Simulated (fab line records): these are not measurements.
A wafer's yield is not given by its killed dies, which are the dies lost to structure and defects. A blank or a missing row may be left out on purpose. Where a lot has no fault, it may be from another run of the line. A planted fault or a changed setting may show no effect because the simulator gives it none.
Which tool was responsible? | flow sky130 | 33 wafers from 11 lots sampled at 3 of the route's 708 steps

== WHAT THE GAUGES SHOWED, per wafer ==
SKY_CAPM_THK_MEAS_01.
lot  | measured     | on            | CAPM_CVD_00_THK (nm)
L240 | day 36 02:51 | film_metro-01 | 15.58 15.41 15.53
L244 | day 37 18:37 | film_metro-01 | 15.49 15.12 15.69
L248 | day 39 00:53 | film_metro-02 | 15.05 15.45 15.44
L249 | day 39 11:40 | film_metro-01 | 15.43 15.52 15.50
L250 | day 39 19:41 | film_metro-02 | 15.40 15.39 15.28
L251 | day 39 23:08 | film_metro-01 | 15.53 15.56 15.80
L252 | day 40 06:14 | film_metro-01 | 15.09 15.56 15.82
L255 | day 41 01:19 | film_metro-04 | 15.62 15.56 15.90
L258 | day 41 14:19 | film_metro-02 | 15.68 15.79 15.94
L260 | day 42 22:43 | film_metro-02 | 15.33 15.21 15.32
L261 | day 43 12:37 | film_metro-04 | 15.43 15.62 15.66

== WHICH TOOL RAN EACH LOT (tool, then ch and the chambers of the sampled wafers, then the start) ==
lot  | SKY_METAL3_SPUTTER_00        | SKY_CAPM_CVD_00
L240 | pvd_sputter-02, day 36 02:40 | pecvd-02 ch 0,2, day 36 02:49
L244 | pvd_sputter-02, day 37 18:25 | pecvd-01 ch 0,1,2, day 37 18:35
L248 | pvd_sputter-04, day 39 00:43 | pecvd-01 ch 0,1,2, day 39 00:52
L249 | pvd_sputter-03, day 39 11:28 | pecvd-02 ch 0,1,2, day 39 11:37
L250 | pvd_sputter-02, day 39 19:31 | pecvd-03 ch 0,1,2, day 39 19:40
L251 | pvd_sputter-02, day 39 22:57 | pecvd-03 ch 1,2, day 39 23:06
L252 | pvd_sputter-02, day 40 06:02 | pecvd-01 ch 1,2, day 40 06:12
L255 | pvd_sputter-04, day 41 01:07 | pecvd-02 ch 0,1, day 41 01:16
L258 | pvd_sputter-03, day 41 14:07 | pecvd-02 ch 0,2, day 41 14:17
L260 | pvd_sputter-02, day 42 22:32 | pecvd-02 ch 0,1,2, day 42 22:42
L261 | pvd_sputter-03, day 43 12:26 | pecvd-02 ch 0,2, day 43 12:35
- SKY_METAL3_SPUTTER_00: material Ti, target thk 15 nm, time 10 s.
- SKY_CAPM_CVD_00: deposits SiO2, target thk 15.5 nm.

== AS READ BY THE TOOLS THEMSELVES (means over the sampled wafers that have a number; for cases with no such wafer, the mark the record gives instead) ==
SKY_METAL3_SPUTTER_00.
lot  | tool           | throttle_valve_pct (%)
L240 | pvd_sputter-02 | 29.9
L244 | pvd_sputter-02 | 29.3
L248 | pvd_sputter-04 | 30.3
L249 | pvd_sputter-03 | 30.7
L250 | pvd_sputter-02 | 29.8
L251 | pvd_sputter-02 | 29.1
L252 | pvd_sputter-02 | 29.2
L255 | pvd_sputter-04 | 29.6
L258 | pvd_sputter-03 | 30.2
L260 | pvd_sputter-02 | 29.7
L261 | pvd_sputter-03 | 30.3

SKY_CAPM_CVD_00.
lot  | tool     | heater_power_w (W) | susceptor_temp_C (C)
L240 | pecvd-02 | 581                | 400.20
L244 | pecvd-01 | 660                | 399.96
L248 | pecvd-01 | 726                | 399.82
L249 | pecvd-02 | 667                | 399.82
L250 | pecvd-03 | 701                | 399.94
L251 | pecvd-03 | 847                | 400.44
L252 | pecvd-01 | 717                | 399.76
L255 | pecvd-02 | 612                | 400.23
L258 | pecvd-02 | 577                | 399.99
L260 | pecvd-02 | 628                | 400.05
L261 | pecvd-02 | 601                | 400.27

== THE ANSWER, worked out from the rows above alone ==
Rule: the lots themselves supply what counts as usual. The widest of any qualifying gaps counts: lots, ordered by their means at a reading, are off when they make up no more than a third of the lots, leave a main group of 4 or more, and stand apart from it by 3 or more times the standard deviation of that group's means. A main group is skipped when, at the precision printed for the reading in the tables above, its means are all equal. A lot without any number at a reading at which 4 lots or more have one is off too. Where the step has rows for the other lots, those lots are counted as sound. After the gauges, taken in route order, come the tools' own readings; for these a lot's mean is taken, as printed above. At the first step where some lot is off, the reading lying furthest off is the one used; lots without a number count as furthest.
Across all readings shown, no lot is off: no conclusion can be drawn from this.

== WHAT THE SIMULATOR HAD PUT IN ==
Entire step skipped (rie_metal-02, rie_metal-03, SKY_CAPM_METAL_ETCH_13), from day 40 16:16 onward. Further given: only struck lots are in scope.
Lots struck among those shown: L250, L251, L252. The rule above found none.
